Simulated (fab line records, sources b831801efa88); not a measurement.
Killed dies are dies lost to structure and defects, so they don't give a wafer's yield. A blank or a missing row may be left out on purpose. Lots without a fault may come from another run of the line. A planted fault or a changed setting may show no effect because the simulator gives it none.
Chamber matching | flow sfq_line | SFQ_TRILAYER_I3_CMP_CMP_082 on cmp-01: 4 sister chambers
The step polishes SiO2. 8 wafers are shown with their chamber, then 9 later ones without.

WAFERS WITH THEIR CHAMBER
wafer  | chamber | motor_current_A (A) | time_to_endpoint_s (s)
L492.5 | 1       | 11.2                | 220
L504.4 | 2       | 9.8                 | 215
L505.1 | 0       | 11.9                | 215
L505.2 | 3       | 10.8                | 219
L505.6 | 0       | 11.8                | 215
L506.4 | 3       | 11.3                | 214
L506.3 | 1       | 11.8                | 217
L506.6 | 2       | 9.9                 | 216

WAFERS WITHOUT THEIR CHAMBER
wafer  | motor_current_A (A) | time_to_endpoint_s (s)
L508.1 | 9.7                 | 205
L508.5 | 9.1                 | 224
L508.6 | 11.1                | 221
L511.2 | 9.5                 | 211
L511.4 | 11.3                | 225
L511.5 | 11.4                | 217
L514.2 | 9.4                 | 217
L514.4 | 11.3                | 226
L514.5 | 11.3                | 218

WHICH CHAMBER EACH WENT THROUGH
wafer  | from the rows above          | in truth
L508.1 | 2                            | 2
L508.5 | 2                            | 2
L508.6 | can't be placed: 1 or 3      | 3
L511.2 | 2                            | 2
L511.4 | can't be placed: 1 or 3 or 0 | 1
L511.5 | can't be placed: 1 or 3 or 0 | 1
L514.2 | 2                            | 2
L514.4 | can't be placed: 1 or 3 or 0 | 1
L514.5 | can't be placed: 1 or 3 or 0 | 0
Placed correctly: 4 of 9. Can't be placed from these rows: 5 (the true chamber is among the candidates in 5). Placed wrongly: 0.
How it was worked out, from the rows above alone: a wafer's distance from a chamber is the root of the sum, over the readings, of the square of ((its reading less the chamber's mean) divided by the reading's scatter). The wafer belongs to the nearest chamber; if the next one is less than 2 further off, it can't be placed. A chamber's mean is the mean of its shown wafers. The scatter: the root of (the sum of the squares of (reading less its chamber's mean) over the shown wafers, divided by (wafers less chambers)).
